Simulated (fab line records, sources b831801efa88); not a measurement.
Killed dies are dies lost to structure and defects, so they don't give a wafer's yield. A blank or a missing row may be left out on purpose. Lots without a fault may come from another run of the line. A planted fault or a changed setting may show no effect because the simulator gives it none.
Which tool did it? | flow sky130 | 12 lots, 36 wafers sampled, at 4 steps of a route of 708

WHAT THE GAUGES READ, wafer by wafer
SKY_VIA2_BOW_MEAS_03. Usual: VIA2_BOW 85 um, standard deviation 7.3.
lot  | measured     | on            | VIA2_BOW (um) | flag
L717 | day 35 02:28 | film_metro-02 | 89 80 76      |
L724 | day 37 20:50 | film_metro-03 | 91 73 91      |
L725 | day 37 22:01 | film_metro-01 | 95 91 85      |
L726 | day 37 22:04 | film_metro-03 | 85 85 87      |
L727 | day 38 10:57 | film_metro-03 | 93 77 85      |
L728 | day 38 20:07 | film_metro-03 | 86 83 90      |
L729 | day 39 00:46 | film_metro-01 | 87 86 86      |
L730 | day 39 15:58 | film_metro-03 | 98 98 103     |
L731 | day 39 17:36 | film_metro-02 | 81 88 83      |
L732 | day 40 00:16 | film_metro-02 | 93 93 95      |
L736 | day 41 08:26 | film_metro-02 | 90 89 84      |
L740 | day 42 02:26 | film_metro-03 | 69 72 84      |

SKY_VIA2_CD_MEAS_12: target cd 200 nm. Usual: cd_nm 200.4 nm, standard deviation 1.3.
lot  | measured     | on        | cd_nm (nm)        | flag
L717 | day 36 05:02 | cd_sem-01 | 198.5 199.4 200.0 |
L724 | day 38 21:43 | cd_sem-01 | 200.7 200.1 200.4 |
L725 | day 38 23:45 | cd_sem-01 | 199.0 200.6 198.0 |
L726 | day 38 23:50 | cd_sem-02 | 200.7 200.3 200.5 |
L727 | day 39 12:14 | cd_sem-02 | 199.4 199.4 198.8 |
L728 | day 39 21:23 | cd_sem-02 | 197.9 199.2 198.5 |
L729 | day 40 01:25 | cd_sem-02 | 197.2 197.5 198.3 |
L730 | day 40 16:41 | cd_sem-01 | 200.4 202.0 200.8 |
L731 | day 40 18:09 | cd_sem-01 | 200.8 199.9 201.8 |
L732 | day 41 00:58 | cd_sem-01 | 198.4 198.4 200.4 |
L736 | day 42 08:17 | cd_sem-02 | 199.4 200.5 200.3 |
L740 | day 43 01:26 | cd_sem-02 | 201.1 199.4 200.5 |

WHICH TOOL RAN EACH LOT (tool, then ch and the chambers of the sampled wafers, then the start)
lot  | SKY_METAL2_STRIP_20                  | SKY_VIA2_SOFTBAKE_08
L717 | plasma_asher-02 ch 0,1, day 35 01:23 | litho_track-04 ch 0, day 35 15:00
L724 | plasma_asher-01 ch 0,1, day 37 19:43 | litho_track-03 ch 0, day 38 10:00
L725 | plasma_asher-02 ch 0,1, day 37 20:56 | litho_track-04 ch 0, day 38 11:00
L726 | plasma_asher-01 ch 0,1, day 37 20:59 | litho_track-01 ch 0, day 38 11:00
L727 | plasma_asher-02 ch 0, day 38 09:50   | litho_track-01 ch 0, day 38 23:00
L728 | plasma_asher-02 ch 0,1, day 38 19:02 | litho_track-01 ch 0, day 39 08:00
L729 | plasma_asher-02 ch 0,1, day 38 23:36 | litho_track-01 ch 0, day 39 13:00
L730 | plasma_asher-04 ch 0,1, day 39 14:47 | litho_track-04 ch 0, day 40 04:00
L731 | plasma_asher-02 ch 0,1, day 39 16:30 | litho_track-03 ch 0, day 40 05:00
L732 | plasma_asher-04 ch 0,1, day 39 23:04 | litho_track-01 ch 0, day 40 13:00
L736 | plasma_asher-04 ch 0,1, day 41 07:18 | litho_track-03 ch 0, day 41 20:00
L740 | plasma_asher-01 ch 0,1, day 42 01:19 | litho_track-04 ch 0, day 42 14:00
- SKY_METAL2_STRIP_20: strips in O2/N2.
- SKY_VIA2_SOFTBAKE_08: time 90 s.

WHAT THE TOOLS THEMSELVES READ (means of the sampled wafers that have a number; where no wafer has one, the mark that the record gives instead)
SKY_METAL2_STRIP_20. Usual: drypump_motor_current_A 5.58 A, standard deviation 0.19; oes_product_au 0.343 a.u., standard deviation 0.0049; strip_time_to_endpoint_s 2.71 s, standard deviation 0.045.
lot  | tool            | drypump_motor_current_A (A) | oes_product_au (a.u.) | strip_time_to_endpoint_s (s) | flag
L717 | plasma_asher-02 | 5.61                        | 0.342                 | 2.69                         |
L724 | plasma_asher-01 | 5.62                        | 0.339                 | 2.59                         |
L725 | plasma_asher-02 | 5.52                        | 0.336                 | 2.66                         |
L726 | plasma_asher-01 | 5.72                        | 0.344                 | 2.74                         |
L727 | plasma_asher-02 | 5.70                        | 0.344                 | 2.72                         |
L728 | plasma_asher-02 | 5.57                        | 0.345                 | 2.75                         |
L729 | plasma_asher-02 | 5.55                        | 0.339                 | 2.68                         |
L730 | plasma_asher-04 | 5.31                        | 0.343                 | 2.67                         |
L731 | plasma_asher-02 | 5.63                        | 0.341                 | 2.72                         |
L732 | plasma_asher-04 | 5.31                        | 0.341                 | 2.70                         |
L736 | plasma_asher-04 | 5.51                        | 0.339                 | 2.75                         |
L740 | plasma_asher-01 | 5.71                        | 0.346                 | 2.73                         |

SKY_VIA2_SOFTBAKE_08. Usual: heater_power_total_W 57.37 W, standard deviation 0.11; run_length_s 119.15 s, standard deviation 0.18.
lot  | tool           | heater_power_total_W (W) | run_length_s (s) | flag
L717 | litho_track-04 | 57.34                    | 118.96           |
L724 | litho_track-03 | 57.32                    | 119.26           |
L725 | litho_track-04 | 57.29                    | 118.88           |
L726 | litho_track-01 | 57.37                    | 119.21           |
L727 | litho_track-01 | 57.29                    | 119.15           |
L728 | litho_track-01 | 78.39                    | 63.77            | OFF
L729 | litho_track-01 | 78.17                    | 63.73            | OFF
L730 | litho_track-04 | 57.28                    | 118.94           |
L731 | litho_track-03 | 57.23                    | 119.35           |
L732 | litho_track-01 | 78.11                    | 63.74            | OFF
L736 | litho_track-03 | 57.37                    | 119.24           |
L740 | litho_track-04 | 57.33                    | 118.93           |

THE ANSWER, worked out from the rows above alone
Rule: a lot is off if the mean of its wafers that have a number lies more than 3 standard deviations from the usual mean. A lot without any number at a reading at which 4 lots or more have one is off too. The other lots that the step has rows for count as sound. The gauges are gone through in route order, then the tools' own readings, and for those a lot's mean is taken as printed above. The first step at which some lot is off is used, and at that step the reading that is off furthest; a lot without a number counts as furthest.
Off: L728, L729, L732, at SKY_VIA2_SOFTBAKE_08 (run_length_s).
A tool fits if, at that step or a process step before it, it ran every lot that is off, and no sound lot after the first of them. One fits: litho_track-01 at SKY_VIA2_SOFTBAKE_08. Its last sound lot is L727 (day 38 23:00), its first lot that is off L728 (day 39 08:00): a fault that began between those two fits.
The tool's own readings at SKY_VIA2_SOFTBAKE_08 bear it out: on the lots that are off they differ by more than 5 times the standard deviation of the sound lots' means. heater_power_total_W reads 78.22 W there against 57.31 W on the sound lots; run_length_s reads 63.75 s there against 119.10 s on the sound lots.

WHAT THE SIMULATOR HAD PUT IN
Process parameter drift: litho_track-01, from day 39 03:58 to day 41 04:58, at SKY_VIA2_SOFTBAKE_08. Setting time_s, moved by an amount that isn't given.
Lots struck among those shown: L728, L729, L732. The rule above found the same.
